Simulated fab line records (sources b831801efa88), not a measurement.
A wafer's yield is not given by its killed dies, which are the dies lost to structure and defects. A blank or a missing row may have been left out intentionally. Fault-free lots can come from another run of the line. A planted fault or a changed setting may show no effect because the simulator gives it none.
Comparing a struck lot with a sound one    flow sky130    17 out of 708 route steps
Sound: wafers L848.3, L848.4, L848.6. Struck: wafer L861.6 (left out: L861.3, a lot-mate that was not struck); the cause follows at the end.
At each step with rows: each side's tool, then ch and its chambers, then its first start. Under that, the readings that differ: sound wafers    struck wafers    difference of the means    sigmas: that difference in standard deviations of wafers without a fault.
alike: readings whose means differ by less than 2 such deviations, and words and numbers that are the same on both sides. not compared: withheld readings, readings that some wafer has no value for, bounds like >300 that may hide the same value, and numbers for which the record gives no deviation and whose values overlap.
A row with sigmas, a row that says differs or no value, or rows on one side alone: a step with any of these is where the two part. When numbers do not overlap yet have no deviation, they are printed without sigmas and do not part them. A reading that every wafer of one side lacks parts them only if that side has two wafers or more.

first, 4 steps without rows for these wafers: SKY_FIELD_ISO_WET_ETCH_29 (etches Si3N4 in H3PO4, target depth 160 nm, time 1825 s); SKY_FIELD_ISO_WET_ETCH_30 (etches SiO2 in dHF, target depth 25 nm, time 50 s); SKY_NWELL_CLEAN_00 (cleans in SC1/SC2, time 150 s); SKY_NWELL_OXIDATION_01 (stabilise 600 s, purge 300 s, target thk 10 nm).
SKY_NWELL_THK_MEAS_02:
  struck on film_metro-03, day 6 09:51; sound on film_metro-02, day 3 14:30
  alike: NWELL_OXIDATION_THK
then, 7 steps without rows for these wafers: SKY_DNWELL_DEHYDRATE_00 (time 60 s); SKY_DNWELL_HMDS_01 (prime time 60 s); SKY_DNWELL_COAT_02 (resist thk 3000 nm); SKY_DNWELL_SOFTBAKE_03; SKY_DNWELL_EXPOSE_04 (exposes mask DNM, target cd 3000 nm); SKY_DNWELL_PEB_05; SKY_DNWELL_DEVELOP_06 (develop time 60 s).
SKY_DNWELL_IMPLANT_07:
  sound on implanter-03 ch 0, day 4 06:29; struck on implanter-01 ch 0, day 7 05:35
SKY_DNWELL_STRIP_08: strips in O2/N2.
  sound on plasma_asher-01 ch 0,1, day 4 06:37; struck on plasma_asher-03 ch 1, day 7 05:43
  alike: drypump_motor_current_A, n2_flow_sccm, oes_product_au, strip_time_to_endpoint_s
  not compared: rf_hours_counter_h
SKY_DNWELL_TW_MEAS_09:
  struck on film_metro-03, day 7 05:49; sound on film_metro-02, day 4 06:43
reading    sound           struck  difference  sigmas
DNWELL_TW  1119 1114 1120  1162    +44         +4
then, 1 step without rows for these wafers: SKY_PWDE_DEHYDRATE_00 (time 60 s).
-- the record jumps here: 43 days lie between the struck wafers' starts before and after (it left off in module PWDE and takes up again in module PAD_OPEN, whose first step shown is number 708 of the route) --
SKY_PAD_OPEN_PROBE_99:
  struck on prober-01, day 50 02:44; sound on prober-01, day 47 01:34
reading                                 sound              struck  difference  sigmas
killed_at_front_end                     16 11 10           23      +11         +3
model.etest.res_deep_nwell.rs_ohm_sq    2237 2218 2241     1882    -350        
model.etest.res_deep_nwell.line_ohm_um  728.5 742.5 747.5  610     -130        
  alike: killed_at_M0_to_M3, killed_at_M4_up, killed_at_contacts, killed_at_other, killed_dies, killed_open, killed_short

## WHERE THEY PART
Earliest at SKY_DNWELL_TW_MEAS_09; latest, in this record, at SKY_PAD_OPEN_PROBE_99.

WHY: what had been put in by the simulator
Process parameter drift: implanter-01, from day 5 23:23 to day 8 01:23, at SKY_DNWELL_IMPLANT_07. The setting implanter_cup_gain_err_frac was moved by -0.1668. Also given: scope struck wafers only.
